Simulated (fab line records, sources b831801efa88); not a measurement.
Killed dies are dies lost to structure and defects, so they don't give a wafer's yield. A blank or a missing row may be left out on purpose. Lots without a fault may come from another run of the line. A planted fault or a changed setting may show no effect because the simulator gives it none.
fab line records | flow sky130
record lots=12 wafers=36 last_day=50
route steps=708 shown VT_ADJUST_HVTP@92 VT_ADJUST_HVTR@139 VT_ADJUST_PCH@151 PAD_OPEN@708
lots that met no fault: from a run of the same line without faults
start_h: hours from the record's first day to the start of the lot's first wafer shown | wait_h: hours since the lot's step before | " the same as in the row above | L1.1+2: a row that stands for several wafers | - no value, or no start given | * or withheld: withheld | < > ~ a bound
route shown NAME@n: a module of which the file shows steps, and the number in the route of the first | usual: mean/standard deviation of fault-free wafers | same: alike in all rows | chamber/n: place in a boat | sites: the reading at each site | _std_site: their standard deviation | _edge_site: outer sites' mean less inner sites' | radius_mm: how far each site lies from the wafer's centre | mask NAME#n: copy n | behind: the tool/chamber that last shaped the wafer | hold: why the lot was held/for how many hours/how that ended | device: the transistor (n, p or np) that didn't switch | end of line: the same wafers' tests at the end of the route | a step without rows: its recipe alone | killed: dies lost to structure and defects at the first sort, not the wafer's yield | map: a wafer's dies, x killed, . not, _ none there
set.NAME: the setting as run; set.NAME@STEP: as run at that earlier step | model.NAME: the simulator's own value behind a step, which no gauge read
steps of the route over a sample of lots; a table a step, a row a wafer
services: from which hour (start_h, from the record's first day; less than 0 if before it) a tool's chamber was out of use, for how many hours, and why
## steps
# step SKY_VT_ADJUST_HVTP_CD_MEAS_07
# recipe target_cd_nm=380
# usual cd_nm=381.3/2.5
# columns lot.wafer tool chamber start_h wait_h cd_nm
L656.1 cd_sem-02 - 123.41 0.1 384.5
L656.3 " - " " 386.2
L656.5 " - " " 382.7
L657.2 cd_sem-02 - 132.42 0.1 378.1
L657.3 " - " " 380.0
L657.4 " - " " 378.8
L660.2 cd_sem-02 - 159.89 0.1 376.1
L660.4 " - " " 374.3
L660.5 " - " " 375.9
L661.2 cd_sem-01 - 168.08 0.1 379.3
L661.3 " - " " 377.6
L661.4 " - " " 378.3
L667.1 cd_sem-01 - 214.66 0.1 383.3
L667.2 " - " " 384.6
L667.6 " - " " 382.2
L669.2 cd_sem-01 - 219.27 0.1 380.4
L669.4 " - " " 383.7
L669.6 " - " " 382.0
L670.2 cd_sem-02 - 224.25 0.2 379.1
L670.5 " - " " 380.9
L670.6 " - " " 382.2
L674.3 cd_sem-02 - 243.69 0.1 383.0
L674.4 " - " " 383.6
L674.5 " - " " 384.6
L675.1 cd_sem-01 - 250.01 0.1 386.8
L675.2 " - " " 383.8
L675.6 " - " " 384.5
L676.1 cd_sem-01 - 250.32 0.1 381.0
L676.2 " - " " 382.8
L676.4 " - " " 381.5
L677.1 cd_sem-02 - 259.62 0.1 380.6
L677.2 " - " " 380.3
L677.3 " - " " 380.3
L678.1 cd_sem-01 - 266.02 0.1 376.9
L678.2 " - " " 378.7
L678.5 " - " " 380.6
# step SKY_VT_ADJUST_HVTP_STRIP_10
# recipe chemistry=O2/N2 power_w=1400 pressure_mtorr=1500 platen_temp_c=withheld o2_flow_sccm=3000 n2_flow_sccm=300 overash_fraction=0.5
# usual drypump_motor_current_A=6.13/0.18 oes_product_au=0.715/0.0046 strip_time_to_endpoint_s=14.19/0.043
# columns lot.wafer tool chamber start_h wait_h drypump_motor_current_A oes_product_au rf_hours_counter_h strip_time_to_endpoint_s
L656.1 plasma_asher-04 1 123.72 0.1 6.29 0.715 43 14.21
L656.3 " 0 " " 5.99 0.713 - 14.19
L656.5 " 0 " " 5.95 0.713 - 14.18
L657.2 plasma_asher-03 0 132.70 0.1 6.46 0.714 1 14.11
L657.3 " 0 " " 6.45 0.709 - 14.11
L657.4 " 1 " " 5.79 0.715 - 14.09
L660.2 plasma_asher-04 1 160.17 0.1 6.30 0.713 47 14.24
L660.4 " 0 " " 6.00 0.709 - 14.21
L660.5 " 1 " " 6.29 0.720 - 14.17
L661.2 plasma_asher-01 1 168.37 0.1 6.10 0.715 36 14.14
L661.3 " 0 " " 6.16 0.716 - 14.18
L661.4 " 1 " " 6.10 0.720 - 14.18
L667.1 plasma_asher-01 1 214.97 0.1 6.10 0.719 41 14.21
L667.2 " 0 " " 6.17 0.722 41 14.20
L667.6 " 1 " " 6.10 0.711 - 14.17
L669.2 plasma_asher-03 0 219.55 0.1 6.47 0.712 9 14.20
L669.4 " 1 " " 5.78 0.707 - 14.18
L669.6 " 0 " " 6.44 0.715 - 14.22
L670.2 plasma_asher-01 1 224.54 0.1 6.13 0.716 42 14.23
L670.5 " 1 " " 6.12 0.713 - 14.14
L670.6 " 0 " " 6.18 0.714 - 14.26
L674.3 plasma_asher-01 1 243.99 0.1 6.13 0.716 - 14.14
L674.4 " 0 " " 6.15 0.720 - 14.15
L674.5 " 0 " " 6.14 0.712 - 14.12
L675.1 plasma_asher-04 0 250.32 0.1 5.98 0.714 56 14.20
L675.2 " 1 " " 6.28 0.707 56 14.19
L675.6 " 1 " " 6.31 0.719 - 14.22
L676.1 plasma_asher-01 1 250.62 0.1 6.11 0.715 44 14.20
L676.2 " 0 " " 6.14 0.710 44 14.18
L676.4 " 1 " " 6.12 0.710 - 14.30
L677.1 plasma_asher-01 1 259.92 0.1 6.09 0.722 45 14.17
L677.2 " 0 " " 6.16 0.709 45 14.19
L677.3 " 0 " " 6.15 0.719 - 14.20
L678.1 plasma_asher-04 1 266.32 0.1 6.26 0.709 57 14.22
L678.2 " 0 " " 6.02 0.713 57 14.24
L678.5 " 0 " " 6.03 0.713 - 14.28
# step SKY_VT_ADJUST_HVTR_OVL_MEAS_08
# usual VT_ADJUST_HVTR_OVL=0.4/1.4
# columns lot.wafer tool chamber start_h wait_h VT_ADJUST_HVTR_OVL[nm]
L656.1 overlay-02 - 203.14 0.1 1.6
L656.3 " - " " 1.8
L656.5 " - " " 2.1
L657.2 overlay-01 - 214.14 0.1 2.5
L657.3 " - " " -0.8
L657.4 " - " " 0.1
L660.2 overlay-02 - 247.94 0.1 0.8
L660.4 " - " " -1.8
L660.5 " - " " 0.6
L661.2 overlay-02 - 256.70 0.1 2.6
L661.3 " - " " 0.8
L661.4 " - " " 1.8
L667.1 overlay-01 - 310.95 0.1 1.7
L667.2 " - " " 0.1
L667.6 " - " " -0.2
L669.2 overlay-02 - 317.99 0.1 1.1
L669.4 " - " " 0.0
L669.6 " - " " -1.5
L670.2 overlay-02 - 323.09 0.1 0.8
L670.5 " - " " -0.8
L670.6 " - " " 1.3
L674.3 overlay-02 - 344.71 0.1 2.4
L674.4 " - " " 1.6
L674.5 " - " " 1.6
L675.1 overlay-02 - 353.42 0.1 -3.4
L675.2 " - " " -3.0
L675.6 " - " " -1.9
L676.1 overlay-02 - 355.27 0.1 1.0
L676.2 " - " " 1.2
L676.4 " - " " -0.7
L677.1 overlay-01 - 363.79 0.1 -0.4
L677.2 " - " " -2.1
L677.3 " - " " 0.9
L678.1 overlay-01 - 373.62 0.1 1.2
L678.2 " - " " 2.3
L678.5 " - " " 2.0
# step SKY_VT_ADJUST_PCH_IMPLANT_08
# recipe species=B energy_kev=10 dose_cm2=5e+11 tilt_deg=withheld
# usual dose_ions_cm2=5e+11/5.5e+08 faraday_current_uA=2.83/0.054
# columns lot.wafer tool chamber start_h wait_h dose_ions_cm2 faraday_current_uA
L656.1 implanter-01 0 225.00 0.0 5.007e+11 2.79
L656.3 " 0 " " 5.008e+11 2.83
L656.5 " 0 " " 5.007e+11 2.83
L657.2 implanter-01 0 237.01 0.0 4.995e+11 2.93
L657.3 " 0 " " 5e+11 2.82
L657.4 " 0 " " 4.997e+11 2.93
L660.2 implanter-01 0 272.31 0.0 2.133e+11 1.19
L660.4 " 0 " " 2.127e+11 1.22
L660.5 " 0 " " 2.126e+11 1.17
L661.2 implanter-01 0 280.81 0.0 2.131e+11 1.17
L661.3 " 0 " " 2.128e+11 1.21
L661.4 " 0 " " 2.129e+11 1.24
L667.1 implanter-02 0 336.75 0.0 5.005e+11 2.80
L667.2 " 0 " " 5.002e+11 2.84
L667.6 " 0 " " 5.005e+11 2.83
L669.2 implanter-02 0 344.78 0.0 4.996e+11 2.74
L669.4 " 0 " " 4.992e+11 2.79
L669.6 " 0 " " 4.999e+11 2.91
L670.2 implanter-04 0 350.33 0.0 5.002e+11 2.85
L670.5 " 0 " " 5.004e+11 2.77
L670.6 " 0 " " 5.007e+11 2.75
L674.3 implanter-04 0 373.75 0.1 5.004e+11 2.76
L674.4 " 0 " " 5.005e+11 2.90
L674.5 " 0 " " 5.002e+11 2.85
L675.1 implanter-02 0 381.70 0.0 5.004e+11 2.85
L675.2 " 0 " " 4.994e+11 2.80
L675.6 " 0 " " 4.999e+11 2.79
L676.1 implanter-02 0 383.55 0.0 5.003e+11 2.87
L676.2 " 0 " " 4.993e+11 2.87
L676.4 " 0 " " 4.999e+11 2.67
L677.1 implanter-04 0 393.05 0.0 5.003e+11 2.86
L677.2 " 0 " " 5.007e+11 2.76
L677.3 " 0 " " 4.989e+11 2.73
L678.1 implanter-04 0 402.25 0.0 5.003e+11 2.74
L678.2 " 0 " " 5.001e+11 2.81
L678.5 " 0 " " 4.989e+11 2.91
# step SKY_VT_ADJUST_PCH_TW_MEAS_10
# usual VT_ADJUST_PCH_TW=143.4/2.6
# columns lot.wafer tool chamber start_h wait_h VT_ADJUST_PCH_TW
L656.1 film_metro-03 - 225.25 0.1 141.5
L656.3 " - " " 142.2
L656.5 " - " " 141.8
L657.2 film_metro-02 - 237.24 0.1 147.1
L657.3 " - " " 147.7
L657.4 " - " " 147.4
L660.2 film_metro-02 - 272.54 0.1 118.3
L660.4 " - " " 117.8
L660.5 " - " " 117.8
L661.2 film_metro-01 - 281.04 0.1 113.7
L661.3 " - " " 113.3
L661.4 " - " " 113.5
L667.1 film_metro-02 - 337.00 0.1 146.3
L667.2 " - " " 146.2
L667.6 " - " " 145.8
L669.2 film_metro-02 - 345.05 0.1 146.0
L669.4 " - " " 145.7
L669.6 " - " " 145.9
L670.2 film_metro-02 - 350.56 0.1 146.4
L670.5 " - " " 145.9
L670.6 " - " " 145.9
L674.3 film_metro-01 - 373.97 0.1 141.6
L674.4 " - " " 141.6
L674.5 " - " " 141.3
L675.1 film_metro-01 - 381.95 0.1 141.5
L675.2 " - " " 141.4
L675.6 " - " " 140.7
L676.1 film_metro-02 - 383.80 0.1 146.1
L676.2 " - " " 146.5
L676.4 " - " " 147.4
L677.1 film_metro-01 - 393.30 0.1 141.3
L677.2 " - " " 141.3
L677.3 " - " " 141.2
L678.1 film_metro-03 - 402.50 0.1 142.5
L678.2 " - " " 141.6
L678.5 " - " " 142.5
# step SKY_PAD_OPEN_PROBE_99
# usual killed_at_M0_to_M3=44/7.3 killed_at_M4_up=3.1/1.9 killed_at_contacts=24/5.3 killed_at_front_end=15/4 killed_at_other=0.4/0.6 killed_dies=86/9.2 killed_open=47/6.9 killed_short=39/6.9
# same gross_dies=492 killed_at_back_side=0
# columns lot.wafer tool chamber start_h wait_h killed_at_M0_to_M3 killed_at_M4_up killed_at_contacts killed_at_front_end killed_at_other killed_dies killed_open killed_short
L656.1 prober-01 - 1068.43 0.1 40 5 21 9 1 76 41 35
L656.3 prober-01 - 1068.53 0.2 46 2 19 18 0 85 49 36
L656.5 prober-01 - 1068.63 0.2 40 3 21 24 0 88 48 40
L657.2 prober-02 - 1082.34 0.1 41 2 24 15 0 82 44 38
L657.3 prober-02 - 1082.39 0.2 40 6 20 18 0 84 41 43
L657.4 prober-02 - 1082.44 0.2 48 2 20 12 1 83 47 36
L660.2 prober-01 - 1110.66 0.1 43 0 27 12 1 83 46 36
L660.4 prober-01 - 1110.76 0.2 46 3 26 22 0 97 56 41
L660.5 prober-01 - 1110.81 0.2 50 0 28 17 2 97 53 43
L661.2 prober-02 - 1115.81 0.1 39 6 27 11 1 84 50 34
L661.3 prober-02 - 1115.86 0.2 47 3 18 11 0 79 40 39
L661.4 prober-02 - 1115.91 0.2 47 6 25 19 0 97 51 46
L667.1 prober-01 - 1154.72 0.1 45 2 20 13 0 80 46 34
L667.2 prober-01 - 1154.77 0.1 44 5 26 14 0 89 51 37
L667.6 prober-01 - 1154.97 0.2 40 1 21 16 1 79 36 43
L669.2 prober-02 - 1161.04 0.1 39 1 24 18 1 83 41 40
L669.4 prober-02 - 1161.14 0.2 48 6 31 12 1 98 49 48
L669.6 prober-02 - 1161.24 0.2 44 2 20 15 1 82 41 40
L670.2 prober-01 - 1170.45 0.1 47 2 22 14 0 85 44 41
L670.5 prober-01 - 1170.60 0.2 49 2 23 9 0 83 50 32
L670.6 prober-01 - 1170.65 0.2 40 2 17 14 1 74 34 40
L674.3 prober-02 - 1178.19 0.2 50 3 16 14 0 83 47 35
L674.4 prober-02 - 1178.24 0.2 37 2 19 11 0 69 33 36
L674.5 prober-02 - 1178.29 0.2 46 3 26 6 0 81 58 22
L675.1 prober-02 - 1186.10 0.1 36 1 34 20 0 91 49 41
L675.2 prober-02 - 1186.15 0.1 39 3 22 20 0 84 46 38
L675.6 prober-02 - 1186.35 0.2 37 4 32 16 0 89 56 33
L676.1 prober-01 - 1188.79 0.1 37 4 24 6 0 71 36 34
L676.2 prober-01 - 1188.84 0.1 44 3 29 14 0 90 46 41
L676.4 prober-01 - 1188.94 0.2 44 5 26 14 1 90 46 43
L677.1 prober-02 - 1190.77 0.1 46 2 31 14 0 93 54 39
L677.2 prober-02 - 1190.82 0.1 51 2 17 22 0 92 53 39
L677.3 prober-02 - 1190.87 0.2 44 3 33 20 0 100 62 38
L678.1 prober-01 - 1195.06 0.1 39 5 27 14 1 86 49 36
L678.2 prober-01 - 1195.11 0.1 42 5 29 13 1 90 54 33
L678.5 prober-01 - 1195.26 0.2 57 2 24 21 0 104 54 49
# killed by level:class
L656.1 CONTACT:geometric_particle:open=10 VIA3:geometric_particle:open=9 VIA1:geometric_particle:open=8 VIA2:geometric_particle:open=7 CONTACT:geometric_particle:short=6 FIELD_ISO:geometric_particle:short=5 METAL2:geometric_particle:short=4 VIA2:geometric_particle:short=4
L656.3 VIA1:geometric_particle:open=13 CONTACT:geometric_particle:open=12 VIA2:geometric_particle:open=8 METAL1:geometric_particle:short=6 METAL2:geometric_particle:short=5 FIELD_ISO:geometric_particle:open=4 POLY_GATE:geometric_particle:short=4 SPACER:geometric_particle:short=4
L656.5 VIA1:geometric_particle:open=13 POLY_GATE:geometric_particle:open=6 CONTACT:geometric_particle:open=6 POLY_GATE:geometric_particle:short=5 SPACER:geometric_particle:open=5 LOCAL_INTERCONNECT:geometric_particle:short=5 METAL2:geometric_particle:short=5 VIA2:geometric_particle:short=5
L657.2 CONTACT:geometric_particle:open=8 VIA1:geometric_particle:open=7 LI_CONTACT:geometric_particle:open=6 VIA1:geometric_particle:short=6 FIELD_ISO:geometric_particle:open=5 CONTACT:geometric_particle:short=5 VIA3:geometric_particle:open=5 METAL3:geometric_particle:short=4
L657.3 VIA2:geometric_particle:open=9 VIA3:geometric_particle:open=7 CONTACT:geometric_particle:short=7 VIA1:geometric_particle:open=6 METAL2:geometric_particle:short=6 METAL4:geometric_particle:short=6 FIELD_ISO:geometric_particle:short=5 LOCAL_INTERCONNECT:geometric_particle:short=4
L657.4 VIA1:geometric_particle:open=11 CONTACT:geometric_particle:open=9 VIA3:geometric_particle:open=8 METAL1:geometric_particle:short=7 VIA2:geometric_particle:open=7 FIELD_ISO:geometric_particle:open=5 LI_CONTACT:geometric_particle:open=5 METAL2:geometric_particle:short=5
L660.2 VIA1:geometric_particle:open=9 CONTACT:geometric_particle:open=9 VIA2:geometric_particle:open=8 LI_CONTACT:geometric_particle:open=7 VIA1:geometric_particle:short=6 POLY_GATE:geometric_particle:short=4 LOCAL_INTERCONNECT:geometric_particle:short=4 CONTACT:geometric_particle:short=4
L660.4 VIA1:geometric_particle:open=16 CONTACT:geometric_particle:open=12 FIELD_ISO:geometric_particle:open=8 CONTACT:geometric_particle:short=6 VIA2:geometric_particle:short=6 POLY_GATE:geometric_particle:open=4 POLY_GATE:geometric_particle:short=4 LI_CONTACT:geometric_particle:open=4
L660.5 VIA1:geometric_particle:open=17 LI_CONTACT:geometric_particle:open=12 POLY_GATE:geometric_particle:open=7 CONTACT:geometric_particle:open=6 VIA1:geometric_particle:short=6 METAL3:geometric_particle:short=5 METAL1:geometric_particle:short=5 VIA3:geometric_particle:open=5
L661.2 CONTACT:geometric_particle:open=13 VIA1:geometric_particle:open=8 VIA3:geometric_particle:open=7 VIA2:geometric_particle:open=7 VIA2:geometric_particle:short=5 METAL2:geometric_particle:short=5 LI_CONTACT:geometric_particle:open=4 LOCAL_INTERCONNECT:geometric_particle:short=4
L661.3 VIA1:geometric_particle:open=9 CONTACT:geometric_particle:open=8 METAL2:geometric_particle:short=8 METAL1:geometric_particle:short=6 VIA3:geometric_particle:open=5 LI_CONTACT:geometric_particle:open=4 VIA2:geometric_particle:short=4 POLY_GATE:geometric_particle:open=3
L661.4 CONTACT:geometric_particle:open=15 METAL2:geometric_particle:short=9 VIA2:geometric_particle:open=9 VIA1:geometric_particle:open=6 METAL1:geometric_particle:short=6 FIELD_ISO:geometric_particle:short=5 VIA1:geometric_particle:short=5 POLY_GATE:geometric_particle:short=4
L667.1 VIA1:geometric_particle:open=9 VIA3:geometric_particle:open=8 CONTACT:geometric_particle:open=6 LI_CONTACT:geometric_particle:open=6 METAL2:geometric_particle:short=6 VIA2:geometric_particle:open=6 POLY_GATE:geometric_particle:short=5 CONTACT:geometric_particle:short=4
L667.2 CONTACT:geometric_particle:open=10 VIA2:geometric_particle:open=10 VIA1:geometric_particle:open=9 LI_CONTACT:geometric_particle:open=6 CONTACT:geometric_particle:short=6 FIELD_ISO:geometric_particle:open=5 METAL1:geometric_particle:short=5 METAL2:geometric_particle:short=5
L667.6 CONTACT:geometric_particle:open=9 CONTACT:geometric_particle:short=7 VIA1:geometric_particle:open=7 METAL1:geometric_particle:short=7 VIA1:geometric_particle:short=5 VIA3:geometric_particle:open=5 VIA3:geometric_particle:short=4 METAL2:geometric_particle:short=4
L669.2 VIA1:geometric_particle:open=10 CONTACT:geometric_particle:open=9 FIELD_ISO:geometric_particle:open=5 LI_CONTACT:geometric_particle:open=5 LOCAL_INTERCONNECT:geometric_particle:short=5 VIA2:geometric_particle:short=5 VIA2:geometric_particle:open=5 VIA3:geometric_particle:short=4
L669.4 VIA1:geometric_particle:open=15 CONTACT:geometric_particle:open=10 LOCAL_INTERCONNECT:geometric_particle:short=9 METAL1:geometric_particle:short=7 FIELD_ISO:geometric_particle:short=6 LI_CONTACT:geometric_particle:open=6 VIA2:geometric_particle:open=6 VIA1:geometric_particle:short=5
L669.6 VIA1:geometric_particle:open=8 LI_CONTACT:geometric_particle:open=7 VIA2:geometric_particle:open=7 CONTACT:geometric_particle:open=6 METAL1:geometric_particle:short=6 FIELD_ISO:geometric_particle:short=5 VIA3:geometric_particle:short=5 POLY_GATE:geometric_particle:short=4
L670.2 VIA1:geometric_particle:open=10 CONTACT:geometric_particle:short=9 VIA2:geometric_particle:open=9 LI_CONTACT:geometric_particle:open=6 CONTACT:geometric_particle:open=6 VIA1:geometric_particle:short=5 POLY_CUT:geometric_particle:short=4 METAL2:geometric_particle:short=4
L670.5 VIA1:geometric_particle:open=11 CONTACT:geometric_particle:open=10 VIA2:geometric_particle:open=8 VIA1:geometric_particle:short=8 VIA3:geometric_particle:open=6 LI_CONTACT:geometric_particle:open=6 METAL2:geometric_particle:short=5 LI_CONTACT:geometric_particle:short=4
L670.6 VIA1:geometric_particle:open=7 VIA2:geometric_particle:open=6 LI_CONTACT:geometric_particle:open=5 VIA3:geometric_particle:open=5 FIELD_ISO:geometric_particle:short=4 METAL3:geometric_particle:short=4 FIELD_ISO:geometric_particle:open=4 METAL1:geometric_particle:short=4
L674.3 VIA2:geometric_particle:open=10 METAL2:geometric_particle:short=8 VIA3:geometric_particle:open=8 CONTACT:geometric_particle:open=7 VIA1:geometric_particle:open=6 VIA2:geometric_particle:short=5 METAL1:geometric_particle:short=5 FIELD_ISO:geometric_particle:open=3
L674.4 METAL2:geometric_particle:short=7 VIA1:geometric_particle:open=6 CONTACT:geometric_particle:open=5 POLY_GATE:geometric_particle:open=4 CONTACT:geometric_particle:short=4 METAL1:geometric_particle:short=4 POLY_GATE:geometric_particle:short=3 LI_CONTACT:geometric_particle:open=3
L674.5 VIA1:geometric_particle:open=14 VIA3:geometric_particle:open=13 CONTACT:geometric_particle:open=12 VIA2:geometric_particle:open=8 LI_CONTACT:geometric_particle:open=5 LOCAL_INTERCONNECT:geometric_particle:short=4 VIA1:geometric_particle:short=4 VIA2:geometric_particle:short=3
L675.1 CONTACT:geometric_particle:open=15 LI_CONTACT:geometric_particle:open=7 VIA1:geometric_particle:open=7 VIA3:geometric_particle:open=7 FIELD_ISO:geometric_particle:open=6 POLY_GATE:geometric_particle:short=6 VIA1:geometric_particle:short=6 LOCAL_INTERCONNECT:geometric_particle:short=4
L675.2 CONTACT:geometric_particle:open=9 VIA1:geometric_particle:open=9 POLY_GATE:geometric_particle:open=8 METAL1:geometric_particle:short=7 POLY_GATE:geometric_particle:short=4 VIA1:geometric_particle:short=4 LOCAL_INTERCONNECT:geometric_particle:short=4 LI_CONTACT:geometric_particle:open=4
L675.6 CONTACT:geometric_particle:open=17 LI_CONTACT:geometric_particle:open=8 METAL1:geometric_particle:short=6 VIA1:geometric_particle:short=6 VIA2:geometric_particle:open=6 VIA1:geometric_particle:open=5 METAL2:geometric_particle:short=5 FIELD_ISO:geometric_particle:open=4
L676.1 VIA1:geometric_particle:open=11 LOCAL_INTERCONNECT:geometric_particle:short=8 VIA1:geometric_particle:short=6 VIA2:geometric_particle:open=6 CONTACT:geometric_particle:short=5 LI_CONTACT:geometric_particle:open=4 CONTACT:geometric_particle:open=4 VIA3:geometric_particle:open=4
L676.2 CONTACT:geometric_particle:open=11 VIA1:geometric_particle:open=10 VIA1:geometric_particle:short=7 LI_CONTACT:geometric_particle:open=6 METAL1:geometric_particle:short=5 VIA3:geometric_particle:open=5 FIELD_ISO:geometric_particle:short=4 FIELD_ISO:geometric_particle:open=4
L676.4 LI_CONTACT:geometric_particle:open=12 VIA3:geometric_particle:open=8 METAL1:geometric_particle:short=6 VIA2:geometric_particle:open=6 METAL2:geometric_particle:short=5 VIA1:geometric_particle:open=5 METAL4:geometric_particle:short=5 POLY_GATE:geometric_particle:open=4
L677.1 CONTACT:geometric_particle:open=13 VIA1:geometric_particle:open=13 CONTACT:geometric_particle:short=9 VIA3:geometric_particle:open=7 FIELD_ISO:geometric_particle:short=6 METAL1:geometric_particle:short=6 VIA2:geometric_particle:open=6 FIELD_ISO:geometric_particle:open=5
L677.2 VIA3:geometric_particle:open=10 VIA1:geometric_particle:open=9 CONTACT:geometric_particle:open=8 METAL2:geometric_particle:short=8 VIA2:geometric_particle:open=7 VIA1:geometric_particle:short=6 FIELD_ISO:geometric_particle:open=5 POLY_GATE:geometric_particle:open=5
L677.3 VIA1:geometric_particle:open=14 LI_CONTACT:geometric_particle:open=12 CONTACT:geometric_particle:open=11 VIA3:geometric_particle:open=8 VIA1:geometric_particle:short=6 FIELD_ISO:geometric_particle:open=5 POLY_GATE:geometric_particle:short=5 VIA2:geometric_particle:short=5
L678.1 CONTACT:geometric_particle:open=13 VIA1:geometric_particle:open=12 VIA2:geometric_particle:open=8 FIELD_ISO:geometric_particle:open=5 METAL4:geometric_particle:short=5 METAL1:geometric_particle:short=5 LI_CONTACT:geometric_particle:open=4 METAL3:geometric_particle:short=3
L678.2 CONTACT:geometric_particle:open=13 VIA1:geometric_particle:open=9 LI_CONTACT:geometric_particle:open=7 VIA3:geometric_particle:open=6 METAL2:geometric_particle:short=5 VIA1:geometric_particle:short=5 VIA2:geometric_particle:open=4 FIELD_ISO:geometric_particle:short=3
L678.5 METAL2:geometric_particle:short=11 CONTACT:geometric_particle:open=10 VIA1:geometric_particle:open=9 LI_CONTACT:geometric_particle:open=7 METAL1:geometric_particle:short=6 VIA2:geometric_particle:open=6 VIA1:geometric_particle:short=6 FIELD_ISO:geometric_particle:short=5
## services
# columns tool chamber start_h hours kind
implanter-01 - 100.63 1.4 repair
plasma_asher-03 - 108.75 9.0 pm
plasma_asher-03 0 108.75 9.0 vent_cycle
plasma_asher-03 1 108.75 9.0 vent_cycle
plasma_asher-03 0 117.75 - clean
plasma_asher-03 1 117.75 - clean
implanter-01 - 154.73 5.8 repair
implanter-01 - 179.99 3.0 pm
implanter-04 - 186.75 3.6 repair
implanter-01 - 203.21 6.8 repair
implanter-01 - 229.32 6.1 repair
plasma_asher-01 - 245.28 2.8 pm
implanter-02 - 261.43 6.0 repair
implanter-01 - 282.90 2.3 repair
implanter-02 - 300.10 3.1 pm
implanter-04 - 306.67 1.8 repair
plasma_asher-04 - 307.17 1.6 repair
plasma_asher-01 - 318.18 0.5 repair
implanter-04 - 326.57 22.0 pm
plasma_asher-04 - 342.23 1.8 repair
plasma_asher-04 - 374.28 9.4 repair
implanter-01 - 379.64 2.3 repair
implanter-02 - 387.43 0.9 repair
## key
first_sign step=SKY_VT_ADJUST_PCH_IMPLANT_08 reading=dose_ions_cm2 direction=down sigmas=99+ usual=* struck=*
effect step=SKY_VT_ADJUST_PCH_IMPLANT_08 reading=faraday_current_uA direction=down sigmas=30 usual=2.83 struck=1.20
effect step=SKY_VT_ADJUST_PCH_TW_MEAS_10 reading=VT_ADJUST_PCH_TW direction=down sigmas=10 usual=143.4 struck=115.7
met_at SKY_VT_ADJUST_PCH_IMPLANT_08
struck_lots L660,L661
tester_left_out L660,L661
not_acting_at SKY_VT_ADJUST_HVTP_CD_MEAS_07,SKY_VT_ADJUST_HVTP_STRIP_10,SKY_VT_ADJUST_HVTR_OVL_MEAS_08
onset_between 237.01 272.31
fault kind=process_parameter_drift tool=implanter-01 chamber=- onset_h=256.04 steps=SKY_VT_ADJUST_PCH_IMPLANT_08 channel=dose_cm2 offset=* shape=step end_h=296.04 acts_in=* stated=*
# tester_left_out: of these lots the tester's yield and bins aren't shown, on N5 and GAA mostly nor the transistor test; their killed dies are dies lost to structure and defects alone, not to doping, threshold or leakage, so they don't give the yield
